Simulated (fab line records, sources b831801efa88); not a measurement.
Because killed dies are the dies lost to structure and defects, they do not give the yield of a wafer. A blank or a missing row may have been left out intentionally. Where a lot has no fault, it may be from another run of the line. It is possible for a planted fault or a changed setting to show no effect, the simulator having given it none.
fab line records | flow sky130
[record] lots = 5 | wafers = 15 | last-day = 50
route steps=708 shown CONTACT@426 METAL1@434 PAD_OPEN@708
lots that met no fault: taken from a fault-free run of the same line
start-h: hours from the record's first day to the start of the lot's first wafer shown | wait-h: hours elapsed since this lot's preceding step | " as in the row above | L1.1+2: a row that stands for several wafers | - value missing, or start not given | * or withheld: withheld | < > ~ a bound
route shown NAME@n: a module of which the file shows steps, and the number in the route of the first | usual: mean/standard deviation of fault-free wafers | same: alike in all rows | chamber/n: place in a boat | sites: each site's reading | _std_site: how widely they spread, as a standard deviation | _edge_site: outer sites' mean less inner sites' | radius-mm: for every site, how far away it sits from the centre of the wafer | mask NAME#n: copy n | behind: the last tool/chamber to shape the wafer | hold: cause of the lot's hold/its duration in hours/its outcome | device: which transistor (n, p or np) failed to switch | end of line: at the end of the route, the tests of the same wafers | where a step has no rows: the recipe by itself | killed: count of dies lost to structure and defects at first sort (not the wafer's yield) | map: the dies of a wafer, with x for killed, . for not killed, _ for no die there
set.NAME: the setting the step ran with; set.NAME@STEP: the setting that earlier step ran with | model.NAME: the simulator's own value behind a step, which no gauge read
certain route steps with their lots: each step a table, each wafer a row
services: when a tool's chamber went out of use (start-h, in hours from the record's first day, below 0 if earlier), for how many hours, and the reason
[[steps]]
[step SKY_CONTACT_STRIP_20]
[recipe] chemistry = post-etch-residue-remover | time-s = 1200 | temp-c = 72.5
[step SKY_CONTACT_CLEAN_21]
[recipe] chemistry = IPA | time-s = 180 | temp-c = 25
[step SKY_CONTACT_CLEAN_22]
[recipe] chemistry = O3/DIW | dry = n2-spin
[step SKY_CONTACT_SPUTTER_23]
[recipe] material = TiN | target-thk-nm = 20 | chamber-pressure-pa = 5 | power-w = 4000 | time-s = 80
[usual] throttle-valve-pct = 30.2/1.1
lot.wafer | tool           | chamber | start-h | wait-h | throttle-valve-pct
L877.2    | pvd-sputter-02 | -       | 772.99  | 0.0    | 28.5
L877.4    | "              | -       | "       | "      | 30.9
L877.6    | "              | -       | "       | "      | 30.6
L880.2    | pvd-sputter-04 | -       | 801.75  | 0.0    | 31.5
L880.3    | "              | -       | "       | "      | 29.7
L880.6    | "              | -       | "       | "      | 31.8
L887.1    | pvd-sputter-02 | -       | 852.60  | 0.0    | 29.8
L887.4    | "              | -       | "       | "      | 28.2
L887.5    | "              | -       | "       | "      | 30.9
L895.1    | pvd-sputter-01 | -       | 932.12  | 0.0    | 30.5
L895.3    | "              | -       | "       | "      | 31.5
L895.5    | "              | -       | "       | "      | 30.5
L894.1    | pvd-sputter-02 | -       | 934.02  | 0.0    | 29.8
L894.2    | "              | -       | "       | "      | 28.3
L894.4    | "              | -       | "       | "      | 28.3
[step SKY_CONTACT_CVD_24]
[recipe] material = W | target-thk-nm = 340 | time-s = 102.12 | temp-c = 400 | pressure-torr = 40
[step SKY_CONTACT_RS_MEAS_25]
[recipe] thk-meas-gauge = four-point-probe | reads = W_of_CONTACT_CVD_24+TiN_of_CONTACT_SPUTTER_23
[usual] CONTACT_W_RS = 0.340/0.0034
lot.wafer | tool          | chamber | start-h | wait-h | CONTACT_W_RS[ohm/sq]
L877.2    | film-metro-02 | -       | 773.18  | 0.1    | 0.339
L877.4    | "             | -       | "       | "      | 0.338
L877.6    | "             | -       | "       | "      | 0.341
L880.2    | film-metro-03 | -       | 801.94  | 0.1    | 0.341
L880.3    | "             | -       | "       | "      | 0.337
L880.6    | "             | -       | "       | "      | 0.340
L887.1    | film-metro-03 | -       | 852.77  | 0.1    | 0.342
L887.4    | "             | -       | "       | "      | 0.337
L887.5    | "             | -       | "       | "      | 0.332
L895.1    | film-metro-03 | -       | 932.30  | 0.1    | 0.334
L895.3    | "             | -       | "       | "      | 0.334
L895.5    | "             | -       | "       | "      | 0.335
L894.1    | film-metro-02 | -       | 934.20  | 0.1    | 0.340
L894.2    | "             | -       | "       | "      | 0.344
L894.4    | "             | -       | "       | "      | 0.339
[step SKY_CONTACT_THK_MEAS_26]
[recipe] thk-meas-gauge = xrf | reads = W_of_CONTACT_CVD_24
[usual] CONTACT_W_THK = 348/5.1
lot.wafer | tool          | chamber | start-h | wait-h | CONTACT_W_THK[nm]
L877.2    | film-metro-02 | -       | 773.29  | 0.1    | 347
L877.4    | "             | -       | "       | "      | 347
L877.6    | "             | -       | "       | "      | 342
L880.2    | film-metro-03 | -       | 802.05  | 0.1    | 350
L880.3    | "             | -       | "       | "      | 352
L880.6    | "             | -       | "       | "      | 350
L887.1    | film-metro-03 | -       | 852.89  | 0.1    | 347
L887.4    | "             | -       | "       | "      | 351
L887.5    | "             | -       | "       | "      | 356
L895.1    | film-metro-03 | -       | 932.42  | 0.1    | 356
L895.3    | "             | -       | "       | "      | 354
L895.5    | "             | -       | "       | "      | 355
L894.1    | film-metro-02 | -       | 934.32  | 0.1    | 346
L894.2    | "             | -       | "       | "      | 341
L894.4    | "             | -       | "       | "      | 346
[step SKY_CONTACT_CMP_27]
[recipe] stop-on = SiO2 | t-overpolish-s = 15 | down-force-psi = 3.5 | platen-rpm = 60 | target-thk-nm = 0 | pad-velocity-m-s = 0.94248
[step SKY_METAL1_SPUTTER_00]
[recipe] material = Ti | target-thk-nm = 15 | power-w = 3000 | time-s = 10 | chamber-pressure-pa = 0.4
[step SKY_METAL1_SPUTTER_01]
[recipe] material = TiN | target-thk-nm = 20 | power-w = 6500 | time-s = 16.92 | chamber-pressure-pa = 0.4
[usual] throttle-valve-pct = 29.7/0.92
lot.wafer | tool           | chamber | start-h | wait-h | throttle-valve-pct
L877.2    | pvd-sputter-01 | -       | 773.66  | 0.0    | 30.6
L877.4    | "              | -       | "       | "      | 31.0
L877.6    | "              | -       | "       | "      | 31.1
L880.2    | pvd-sputter-03 | -       | 802.42  | 0.0    | 29.1
L880.3    | "              | -       | "       | "      | 30.4
L880.6    | "              | -       | "       | "      | 30.3
L887.1    | pvd-sputter-03 | -       | 853.27  | 0.0    | 29.7
L887.4    | "              | -       | "       | "      | 29.4
L887.5    | "              | -       | "       | "      | 30.2
L895.1    | pvd-sputter-03 | -       | 932.95  | 0.0    | 30.0
L895.3    | "              | -       | "       | "      | 29.8
L895.5    | "              | -       | "       | "      | 30.3
L894.1    | pvd-sputter-03 | -       | 935.00  | 0.0    | 29.7
L894.2    | "              | -       | "       | "      | 29.0
L894.4    | "              | -       | "       | "      | 28.4
[step SKY_METAL1_SPUTTER_02]
[recipe] material = AlCu | target-thk-nm = 250 | power-w = 10600 | time-s = 13.3 | chamber-pressure-pa = 0.4
[usual] throttle-valve-pct = 29.7/0.96
lot.wafer | tool           | chamber | start-h | wait-h | throttle-valve-pct
L877.2    | pvd-sputter-01 | -       | 773.69  | 0.0    | 30.8
L877.4    | "              | -       | "       | "      | 30.9
L877.6    | "              | -       | "       | "      | 31.0
L880.2    | pvd-sputter-03 | -       | 802.45  | 0.0    | 29.1
L880.3    | "              | -       | "       | "      | 30.5
L880.6    | "              | -       | "       | "      | 30.2
L887.1    | pvd-sputter-03 | -       | 853.30  | 0.0    | 30.1
L887.4    | "              | -       | "       | "      | 29.0
L887.5    | "              | -       | "       | "      | 30.3
L895.1    | pvd-sputter-03 | -       | 932.97  | 0.0    | 30.5
L895.3    | "              | -       | "       | "      | 29.8
L895.5    | "              | -       | "       | "      | 30.4
L894.1    | pvd-sputter-03 | -       | 935.02  | 0.0    | 29.9
L894.2    | "              | -       | "       | "      | 29.0
L894.4    | "              | -       | "       | "      | 28.8
[step SKY_METAL1_SPUTTER_03]
[recipe] material = Ti | target-thk-nm = 5 | power-w = 3000 | time-s = 3.3 | chamber-pressure-pa = 0.4
[step SKY_METAL1_SPUTTER_04]
[recipe] material = TiN | target-thk-nm = 70 | power-w = 6500 | time-s = 58.3 | chamber-pressure-pa = 0.4
[usual] throttle-valve-pct = 29.7/0.96
lot.wafer | tool           | chamber | start-h | wait-h | throttle-valve-pct | model.TiN_of_METAL1_SPUTTER_04.thk-nm
L877.2    | pvd-sputter-01 | -       | 773.73  | 0.0    | 30.8               | 69.83
L877.4    | "              | -       | "       | "      | 30.7               | 70.14
L877.6    | "              | -       | "       | "      | 30.7               | 69.96
L880.2    | pvd-sputter-03 | -       | 802.49  | 0.0    | 29.0               | 69.74
L880.3    | "              | -       | "       | "      | 30.6               | 69.58
L880.6    | "              | -       | "       | "      | 30.4               | 69.38
L887.1    | pvd-sputter-03 | -       | 853.34  | 0.0    | 29.7               | 68.73
L887.4    | "              | -       | "       | "      | 29.2               | 69.29
L887.5    | "              | -       | "       | "      | 30.4               | 71.98
L895.1    | pvd-sputter-03 | -       | 933.01  | 0.0    | 30.3               | 69.41
L895.3    | "              | -       | "       | "      | 29.9               | 69.08
L895.5    | "              | -       | "       | "      | 30.3               | 70.07
L894.1    | pvd-sputter-03 | -       | 935.06  | 0.0    | 29.8               | 70.06
L894.2    | "              | -       | "       | "      | 28.9               | 70.33
L894.4    | "              | -       | "       | "      | 28.6               | 69.86
[step SKY_METAL1_RS_MEAS_05]
[recipe] thk-meas-gauge = four-point-probe | reads = TiN_of_METAL1_SPUTTER_04+Ti_of_METAL1_SPUTTER_03+AlCu_of_METAL1_SPUTTER_02+TiN_of_METAL1_SPUTTER_01+Ti_of_METAL1_SPUTTER_00
[usual] METAL1_ALCU_RS = 0.1268/0.0015
lot.wafer | tool          | chamber | start-h | wait-h | METAL1_ALCU_RS[ohm/sq]
L877.2    | film-metro-03 | -       | 773.80  | 0.0    | 0.1254
L877.4    | "             | -       | "       | "      | 0.1265
L877.6    | "             | -       | "       | "      | 0.1268
L880.2    | film-metro-02 | -       | 802.56  | 0.0    | 0.1259
L880.3    | "             | -       | "       | "      | 0.1256
L880.6    | "             | -       | "       | "      | 0.1265
L887.1    | film-metro-03 | -       | 853.39  | 0.0    | 0.1261
L887.4    | "             | -       | "       | "      | 0.1251
L887.5    | "             | -       | "       | "      | 0.1254
L895.1    | film-metro-02 | -       | 933.06  | 0.0    | 0.1278
L895.3    | "             | -       | "       | "      | 0.1284
L895.5    | "             | -       | "       | "      | 0.1278
L894.1    | film-metro-02 | -       | 935.11  | 0.0    | 0.1264
L894.2    | "             | -       | "       | "      | 0.1264
L894.4    | "             | -       | "       | "      | 0.1268
[step SKY_METAL1_THK_MEAS_06]
[recipe] thk-meas-gauge = xrf | reads = AlCu_of_METAL1_SPUTTER_02
[usual] METAL1_ALCU_THK = 246/3.2
lot.wafer | tool          | chamber | start-h | wait-h | METAL1_ALCU_THK[nm]
L877.2    | film-metro-03 | -       | 773.91  | 0.1    | 247
L877.4    | "             | -       | "       | "      | 244
L877.6    | "             | -       | "       | "      | 243
L880.2    | film-metro-02 | -       | 802.67  | 0.1    | 249
L880.3    | "             | -       | "       | "      | 250
L880.6    | "             | -       | "       | "      | 246
L887.1    | film-metro-03 | -       | 853.51  | 0.1    | 246
L887.4    | "             | -       | "       | "      | 249
L887.5    | "             | -       | "       | "      | 246
L895.1    | film-metro-02 | -       | 933.18  | 0.1    | 245
L895.3    | "             | -       | "       | "      | 245
L895.5    | "             | -       | "       | "      | 244
L894.1    | film-metro-02 | -       | 935.23  | 0.1    | 248
L894.2    | "             | -       | "       | "      | 247
L894.4    | "             | -       | "       | "      | 247
[step SKY_METAL1_DEHYDRATE_07]
[recipe] temp-c = 200 | time-s = 60
[step SKY_METAL1_HMDS_08]
[recipe] prime-time-s = 60 | prime-temp-c = 120
[step SKY_METAL1_COAT_09]
[recipe] resist = BARC | temp-c = withheld | time-s = withheld | spin-rpm = 3000 | resist-thk-nm = 60
[step SKY_METAL1_COAT_10]
[recipe] resist = KrF-thick | spin-rpm = 3000 | resist-thk-nm = 450
[step SKY_METAL1_SOFTBAKE_11]
[recipe] temp-c = 100 | time-s = 91.3 | resist = KrF-thick
[step SKY_METAL1_EXPOSE_12]
[recipe] mask-id = MM1 | na = 0.8 | source-shape = annular | sigma-inner = 0.55 | sigma-outer = 0.85 | target-cd-nm = 140 | dose-mj = 28
[step SKY_METAL1_PEB_13]
[recipe] peb-temp-c = withheld | peb-time-s = withheld | resist = KrF-thick
[step SKY_METAL1_DEVELOP_14]
[recipe] develop-time-s = 60 | resist = KrF-thick | dev-temp-c = 21
[step SKY_METAL1_CD_MEAS_15]
[recipe] target-cd-nm = 140
[usual] cd-nm = 139.9/1.8
lot.wafer | tool      | chamber | start-h | wait-h | cd-nm
L877.2    | cd-sem-02 | -       | 799.92  | -      | 138.7
L877.4    | "         | -       | "       | "      | 139.9
L877.6    | "         | -       | "       | "      | 139.3
L880.2    | cd-sem-02 | -       | 829.01  | -      | 139.2
L880.3    | "         | -       | "       | "      | 139.8
L880.6    | "         | -       | "       | "      | 139.3
L887.1    | cd-sem-01 | -       | 879.69  | -      | 136.1
L887.4    | "         | -       | "       | "      | 136.0
L887.5    | "         | -       | "       | "      | 137.5
L895.1    | cd-sem-02 | -       | 957.42  | -      | 140.5
L895.3    | "         | -       | "       | "      | 137.3
L895.5    | "         | -       | "       | "      | 139.0
L894.1    | cd-sem-01 | -       | 959.77  | -      | 139.7
L894.2    | "         | -       | "       | "      | 140.0
L894.4    | "         | -       | "       | "      | 138.6
[step SKY_METAL1_OVL_MEAS_16]
[usual] METAL1_OVL = -5/5.5
lot.wafer | tool       | chamber | start-h | wait-h | METAL1_OVL[nm]
L877.2    | overlay-02 | -       | 800.03  | 0.1    | -15
L877.4    | "          | -       | "       | "      | -21
L877.6    | "          | -       | "       | "      | -9
L880.2    | overlay-01 | -       | 829.12  | 0.1    | -8
L880.3    | "          | -       | "       | "      | -5
L880.6    | "          | -       | "       | "      | -8
L887.1    | overlay-01 | -       | 879.81  | 0.1    | -7
L887.4    | "          | -       | "       | "      | 1
L887.5    | "          | -       | "       | "      | -13
L895.1    | overlay-02 | -       | 957.54  | 0.1    | -11
L895.3    | "          | -       | "       | "      | -3
L895.5    | "          | -       | "       | "      | -9
L894.1    | overlay-01 | -       | 959.89  | 0.1    | -8
L894.2    | "          | -       | "       | "      | -5
L894.4    | "          | -       | "       | "      | -7
[step SKY_METAL1_DESCUM_17]
[recipe] chemistry = O2 | source-power-w = 150 | bias-power-w = 0 | pressure-mtorr = 10 | temp-c = 40 | time-s = 8
[usual] drypump-motor-current-A = 5.6/0.53 | oes-product-au = 0.997/0.0082
[same] bias-power-w = 0
lot.wafer | tool         | chamber | start-h | wait-h | drypump-motor-current-A | oes-product-au | rf-hours-counter-h
L877.2    | rie-metal-03 | 0       | 800.06  | 0.0    | 5.5                     | 0.999          | 14
L877.4    | "            | 0       | "       | "      | 5.5                     | 0.995          | -
L877.6    | "            | 1       | "       | "      | 5.0                     | 0.993          | -
L880.2    | rie-metal-03 | 1       | 829.15  | 0.0    | 5.0                     | 0.988          | 3
L880.3    | "            | 0       | "       | "      | 5.5                     | 0.991          | -
L880.6    | "            | 1       | "       | "      | 5.0                     | 0.982          | -
L887.1    | rie-metal-03 | 1       | 879.85  | 0.0    | 5.0                     | 0.992          | 7
L887.4    | "            | 0       | "       | "      | 5.6                     | 1.010          | -
L887.5    | "            | 1       | "       | "      | 5.0                     | 0.992          | -
L895.1    | rie-metal-02 | 0       | 957.58  | 0.0    | 6.4                     | 1.003          | 6
L895.3    | "            | 1       | "       | "      | 5.8                     | 1.003          | -
L895.5    | "            | 0       | "       | "      | 6.4                     | 0.993          | -
L894.1    | rie-metal-01 | 1       | 959.93  | 0.0    | 5.1                     | 0.983          | 7
L894.2    | "            | 0       | "       | "      | 6.2                     | 0.984          | 10
L894.4    | "            | 1       | "       | "      | 5.0                     | 0.984          | -
[step SKY_METAL1_ETCH_18]
[recipe] chemistry = N2/H2 | target = BARC | ion-energy-ev = 200 | bias-w = 100 | pressure-mtorr = 30 | n2-flow-sccm = 100 | h2-flow-sccm = 200 | icp-w = 500 | stop-on = SiO2 | time-s = 45.9 | target-depth-a = 600
[usual] bias-w = 100.0/0.32 | drypump-motor-current-A = 5.6/0.52 | oes-product-au = 0.855/0.0048 | throttle-valve-pct = 13.224/0.0088
lot.wafer | tool         | chamber | start-h | wait-h | bias-w | drypump-motor-current-A | oes-product-au | rf-hours-counter-h | throttle-valve-pct
L877.2    | rie-metal-03 | 0       | 800.09  | 0.0    | 100.0  | 5.6                     | 0.845          | 14                 | 13.238
L877.4    | "            | 0       | "       | "      | 99.9   | 5.5                     | 0.861          | -                  | 13.232
L877.6    | "            | 1       | "       | "      | 100.3  | 5.0                     | 0.853          | -                  | 13.226
L880.2    | rie-metal-03 | 1       | 829.18  | 0.0    | 100.3  | 5.0                     | 0.842          | 3                  | 13.223
L880.3    | "            | 0       | "       | "      | 99.8   | 5.5                     | 0.857          | -                  | 13.214
L880.6    | "            | 1       | "       | "      | 100.6  | 5.0                     | 0.847          | -                  | 13.217
L887.1    | rie-metal-03 | 1       | 879.88  | 0.0    | 99.8   | 5.0                     | 0.846          | 7                  | 13.229
L887.4    | "            | 0       | "       | "      | 99.9   | 5.6                     | 0.851          | -                  | 13.222
L887.5    | "            | 1       | "       | "      | 99.5   | 5.0                     | 0.854          | -                  | 13.230
L895.1    | rie-metal-02 | 0       | 957.61  | 0.0    | 99.8   | 6.4                     | 0.857          | 6                  | 13.227
L895.3    | "            | 1       | "       | "      | 99.9   | 5.8                     | 0.863          | -                  | 13.215
L895.5    | "            | 0       | "       | "      | 99.7   | 6.4                     | 0.854          | -                  | 13.225
L894.1    | rie-metal-01 | 1       | 959.96  | 0.0    | 100.4  | 5.1                     | 0.844          | 7                  | 13.215
L894.2    | "            | 0       | "       | "      | 100.2  | 6.2                     | 0.861          | 10                 | 13.225
L894.4    | "            | 1       | "       | "      | 100.7  | 5.1                     | 0.852          | -                  | 13.218
[step SKY_METAL1_METAL_ETCH_19]
[recipe] target-depth-a = 3600 | stop-on = SiO2 | over-etch-frac = 0.3 | time-s = 78 | chemistry = Cl2/BCl3 | resist-sidewall-deg = 88 | pressure-mtorr = 10 | icp-w = 900 | bias-w = 48.5 | Cl2_flow_sccm = 60 | bcl3-flow-sccm = 30
[step SKY_METAL1_STRIP_20]
[recipe] chemistry = O2/N2 | power-w = 1400 | pressure-mtorr = 1500 | platen-temp-c = withheld | o2-flow-sccm = 3000 | n2-flow-sccm = 300 | overash-fraction = 0.5
[step SKY_METAL1_STRIP_21]
[recipe] chemistry = post-etch-residue-remover | time-s = 1200 | temp-c = 72.5
lot.wafer | tool         | chamber | start-h | wait-h | model.TiN_of_METAL1_SPUTTER_04.thk-nm
L877.2    | wet-bench-01 | 0       | 800.34  | 0.1    | 69.41
L877.4    | "            | 0       | "       | "      | 69.72
L877.6    | "            | 0       | "       | "      | 69.54
L880.2    | wet-bench-04 | 1       | 829.43  | 0.1    | 69.31
L880.3    | "            | 1       | "       | "      | 69.16
L880.6    | "            | 1       | "       | "      | 68.96
L887.1    | wet-bench-04 | 1       | 880.14  | 0.1    | 68.31
L887.4    | "            | 1       | "       | "      | 68.87
L887.5    | "            | 1       | "       | "      | 71.56
L895.1    | wet-bench-01 | 0       | 957.86  | 0.1    | 69
L895.3    | "            | 0       | "       | "      | 68.66
L895.5    | "            | 0       | "       | "      | 69.66
L894.1    | wet-bench-02 | 1       | 960.21  | 0.1    | 69.64
L894.2    | "            | 1       | "       | "      | 69.91
L894.4    | "            | 1       | "       | "      | 69.43
[step SKY_METAL1_CLEAN_22]
[recipe] chemistry = IPA | time-s = 180 | temp-c = 25
[step SKY_PAD_OPEN_PROBE_99]
[usual] defect-limited-yield = 81.9/1.9 | killed_at_M0_to_M3 = 45/7.9 | killed_at_M4_up = 2.9/1.8 | killed-at-contacts = 25/5.5 | killed-at-front-end = 16/4.4 | killed-at-other = 0.3/0.58 | killed-dies = 89/9.4 | killed-open = 49/6.8 | killed-short = 40/6.3 | sort_bin_3_pad_short = 0.9/0.41 | sort_bin_5_function = 10.8/1.5 | sort_bin_6_memory = 6.4/1.2 | sort-n-pass = 403/9.4 | sort-yield-pct = 81.9/1.9
[same] gross-dies = 492 | killed-at-back-side = 0 | sort_bin_4_leakage[%] = 0 | sort_bin_8_speed[%] = 0
lot.wafer | tool      | chamber | start-h | wait-h | defect-limited-yield[%] | killed_at_M0_to_M3 | killed_at_M4_up | killed-at-contacts | killed-at-front-end | killed-at-other | killed-dies | killed-open | killed-short | sort_bin_3_pad_short[%] | sort_bin_5_function[%] | sort_bin_6_memory[%] | sort-n-pass | sort-yield-pct[%]
L877.2    | prober-02 | -       | 1102.92 | 0.1    | 81.3                    | 49                 | 5               | 27                 | 11                  | 0               | 92          | 54          | 38           | 0.8                     | 10.2                   | 7.7                  | 400         | 81.3
L877.4    | prober-02 | -       | 1103.02 | 0.2    | 83.9                    | 39                 | 6               | 26                 | 8                   | 0               | 79          | 43          | 36           | 0.4                     | 10.2                   | 5.5                  | 413         | 83.9
L877.6    | prober-02 | -       | 1103.12 | 0.2    | 84.1                    | 37                 | 1               | 15                 | 25                  | 0               | 78          | 41          | 37           | 0.6                     | 8.9                    | 6.3                  | 414         | 84.1
L880.2    | prober-02 | -       | 1125.18 | 0.1    | 80.9                    | 33                 | 2               | 38                 | 21                  | 0               | 94          | 52          | 42           | 1.2                     | 10.4                   | 7.5                  | 398         | 80.9
L880.3    | prober-02 | -       | 1125.23 | 0.2    | 78.7                    | 45                 | 5               | 40                 | 15                  | 0               | 105         | 58          | 46           | 0.8                     | 11.8                   | 8.7                  | 387         | 78.7
L880.6    | prober-02 | -       | 1125.38 | 0.2    | 81.9                    | 40                 | 3               | 35                 | 11                  | 0               | 89          | 43          | 44           | 1.6                     | 9.6                    | 6.9                  | 403         | 81.9
L887.1    | prober-01 | -       | 1159.01 | 0.1    | 80.3                    | 47                 | 3               | 30                 | 16                  | 1               | 97          | 52          | 44           | 1.2                     | 11.2                   | 7.3                  | 395         | 80.3
L887.4    | prober-01 | -       | 1159.16 | 0.2    | 81.9                    | 45                 | 3               | 20                 | 21                  | 0               | 89          | 42          | 46           | 1.0                     | 11.8                   | 5.3                  | 403         | 81.9
L887.5    | prober-01 | -       | 1159.21 | 0.2    | 84.1                    | 38                 | 3               | 24                 | 13                  | 0               | 78          | 37          | 41           | 1.0                     | 9.3                    | 5.5                  | 414         | 84.1
L895.1    | prober-01 | -       | 1209.52 | 0.1    | 81.7                    | 39                 | 3               | 30                 | 18                  | 0               | 90          | 47          | 43           | 0                       | 12.8                   | 5.5                  | 402         | 81.7
L895.3    | prober-01 | -       | 1209.62 | 0.2    | 81.5                    | 46                 | 4               | 29                 | 12                  | 0               | 91          | 47          | 44           | 1.0                     | 12.0                   | 5.5                  | 401         | 81.5
L895.5    | prober-01 | -       | 1209.72 | 0.2    | 81.7                    | 53                 | 3               | 22                 | 12                  | 0               | 90          | 45          | 45           | 0.8                     | 11.8                   | 5.7                  | 402         | 81.7
L894.1    | prober-02 | -       | 1210.83 | 0.1    | 82.9                    | 39                 | 1               | 25                 | 19                  | 0               | 84          | 46          | 38           | 0.6                     | 11.6                   | 4.9                  | 408         | 82.9
L894.2    | prober-02 | -       | 1210.88 | 0.1    | 81.5                    | 41                 | 3               | 37                 | 10                  | 0               | 91          | 48          | 43           | 0.4                     | 10.8                   | 7.3                  | 401         | 81.5
L894.4    | prober-02 | -       | 1210.98 | 0.2    | 79.1                    | 56                 | 2               | 26                 | 19                  | 0               | 103         | 63          | 39           | 1.0                     | 11.0                   | 8.9                  | 389         | 79.1
// killed by level:class
L877.2 CONTACT:geometric-particle:open=13 VIA2:geometric-particle:open=13 VIA1:geometric-particle:open=6 LOCAL_INTERCONNECT:geometric-particle:short=5 VIA2:geometric-particle:short=5 VIA3:geometric-particle:open=5 POLY_GATE:geometric-particle:open=4 METAL3:geometric-particle:short=4
L877.4 VIA2:geometric-particle:open=9 VIA1:geometric-particle:open=8 CONTACT:geometric-particle:open=8 CONTACT:geometric-particle:short=7 METAL1:geometric-particle:short=5 VIA3:geometric-particle:open=5 METAL4:geometric-particle:short=5 LOCAL_INTERCONNECT:geometric-particle:short=4
L877.6 METAL2:geometric-particle:short=10 CONTACT:geometric-particle:open=8 FIELD_ISO:geometric-particle:open=7 VIA1:geometric-particle:open=7 POLY_GATE:geometric-particle:short=4 POLY_GATE:geometric-particle:open=4 SPACER:geometric-particle:short=4 VIA3:geometric-particle:short=4
L880.2 CONTACT:geometric-particle:open=11 LI_CONTACT:geometric-particle:open=10 LOCAL_INTERCONNECT:geometric-particle:short=8 VIA1:geometric-particle:open=8 CONTACT:geometric-particle:short=6 VIA3:geometric-particle:open=6 FIELD_ISO:geometric-particle:short=5 METAL2:geometric-particle:short=5
L880.3 VIA1:geometric-particle:open=16 LI_CONTACT:geometric-particle:open=11 CONTACT:geometric-particle:short=10 CONTACT:geometric-particle:open=9 LOCAL_INTERCONNECT:geometric-particle:short=6 VIA3:geometric-particle:open=6 METAL2:geometric-particle:short=5 LI_CONTACT:geometric-particle:short=4
L880.6 CONTACT:geometric-particle:open=11 CONTACT:geometric-particle:short=10 LI_CONTACT:geometric-particle:open=9 METAL2:geometric-particle:short=9 VIA2:geometric-particle:open=6 VIA1:geometric-particle:open=5 VIA3:geometric-particle:open=5 FIELD_ISO:geometric-particle:short=4
L887.1 VIA1:geometric-particle:open=13 CONTACT:geometric-particle:open=12 LI_CONTACT:geometric-particle:open=9 VIA3:geometric-particle:open=7 METAL2:geometric-particle:short=6 VIA3:geometric-particle:short=6 CONTACT:geometric-particle:short=5 VIA1:geometric-particle:short=5
L887.4 VIA3:geometric-particle:open=9 VIA1:geometric-particle:open=8 CONTACT:geometric-particle:open=8 VIA1:geometric-particle:short=7 CONTACT:geometric-particle:short=6 FIELD_ISO:geometric-particle:short=5 POLY_GATE:geometric-particle:short=5 METAL1:geometric-particle:short=4
L887.5 CONTACT:geometric-particle:open=13 VIA1:geometric-particle:short=7 VIA1:geometric-particle:open=7 CONTACT:geometric-particle:short=6 METAL1:geometric-particle:short=5 POLY_GATE:geometric-particle:open=4 LOCAL_INTERCONNECT:geometric-particle:short=4 METAL2:geometric-particle:short=4
L895.1 VIA1:geometric-particle:open=15 CONTACT:geometric-particle:open=8 POLY_GATE:geometric-particle:short=7 LI_CONTACT:geometric-particle:open=6 CONTACT:geometric-particle:short=6 LOCAL_INTERCONNECT:geometric-particle:short=5 METAL1:geometric-particle:short=5 LI_CONTACT:geometric-particle:short=4
L895.3 CONTACT:geometric-particle:open=9 VIA3:geometric-particle:open=8 LI_CONTACT:geometric-particle:open=7 METAL2:geometric-particle:short=7 FIELD_ISO:geometric-particle:short=6 VIA1:geometric-particle:open=5 LOCAL_INTERCONNECT:geometric-particle:open=4 LOCAL_INTERCONNECT:geometric-particle:short=4
L895.5 VIA1:geometric-particle:open=10 VIA2:geometric-particle:short=7 VIA2:geometric-particle:open=7 LOCAL_INTERCONNECT:geometric-particle:short=6 METAL3:geometric-particle:short=6 LI_CONTACT:geometric-particle:open=5 CONTACT:geometric-particle:open=5 VIA1:geometric-particle:short=5
L894.1 FIELD_ISO:geometric-particle:open=10 CONTACT:geometric-particle:open=8 METAL1:geometric-particle:short=7 LI_CONTACT:geometric-particle:open=6 VIA2:geometric-particle:open=6 VIA1:geometric-particle:open=6 FIELD_ISO:geometric-particle:short=5 CONTACT:geometric-particle:short=5
L894.2 VIA1:geometric-particle:open=14 CONTACT:geometric-particle:open=12 LOCAL_INTERCONNECT:geometric-particle:short=9 LI_CONTACT:geometric-particle:short=6 LI_CONTACT:geometric-particle:open=6 METAL1:geometric-particle:short=5 VIA3:geometric-particle:short=5 VIA3:geometric-particle:open=5
L894.4 VIA1:geometric-particle:open=21 LI_CONTACT:geometric-particle:open=10 VIA3:geometric-particle:open=7 CONTACT:geometric-particle:open=7 CONTACT:geometric-particle:short=5 FIELD_ISO:geometric-particle:short=4 FIELD_ISO:geometric-particle:open=4 POLY_GATE:geometric-particle:short=4
[[services]]
tool           | chamber | start-h | hours | kind
pvd-sputter-03 | 1       | 749.73  | -     | consumable-replace:kit
pvd-sputter-03 | 1       | 749.73  | 18.0  | scheduled-down
pvd-sputter-03 | 1       | 749.73  | 18.0  | vent-cycle
pvd-sputter-03 | -       | 749.85  | 2.8   | repair
rie-metal-02   | -       | 759.95  | 0.3   | repair
rie-metal-03   | -       | 782.54  | 0.4   | repair
pvd-sputter-01 | -       | 797.40  | 1.8   | repair
pvd-sputter-01 | -       | 813.65  | 4.5   | repair
rie-metal-03   | 0       | 833.09  | -     | clean
rie-metal-03   | 0       | 833.09  | 22.2  | scheduled-down
rie-metal-03   | 0       | 833.09  | 22.2  | vent-cycle
rie-metal-03   | 0       | 857.13  | 14.4  | repair
pvd-sputter-02 | -       | 858.62  | 2.3   | repair
pvd-sputter-01 | 3       | 866.06  | -     | consumable-replace:kit
pvd-sputter-01 | 3       | 866.06  | 18.0  | scheduled-down
pvd-sputter-01 | 3       | 866.06  | 18.0  | vent-cycle
pvd-sputter-04 | -       | 886.60  | 6.0   | repair
rie-metal-02   | -       | 899.62  | 2.8   | pm
wet-bench-01   | -       | 906.45  | 5.2   | repair
rie-metal-03   | -       | 941.03  | 0.8   | repair
pvd-sputter-03 | 0       | 946.42  | -     | consumable-replace:kit
pvd-sputter-03 | 0       | 946.42  | 18.0  | scheduled-down
pvd-sputter-03 | 0       | 946.42  | 18.0  | vent-cycle
rie-metal-01   | -       | 958.34  | 0.7   | repair
[[key]]
first-sign none at tools or gauges
[model-effect] step = SKY_METAL1_SPUTTER_04 | value = TiN_of_METAL1_SPUTTER_04.thk-nm | without = 69.77 | struck = 71.98
[model-effect] step = SKY_METAL1_STRIP_21 | value = TiN_of_METAL1_SPUTTER_04.thk-nm | without = 69.36 | struck = 71.56
met-at SKY_METAL1_SPUTTER_04
struck-wafers L887.5
onset-between 802.49 853.34
[fault] kind = process-parameter-drift | tool = pvd-sputter-03 | chamber = - | onset-h = 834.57 | steps = SKY_METAL1_SPUTTER_04 | channel = time-s | offset = * | shape = step | end-h = 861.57 | acts-in = * | stated = * | scope = struck-wafers-only
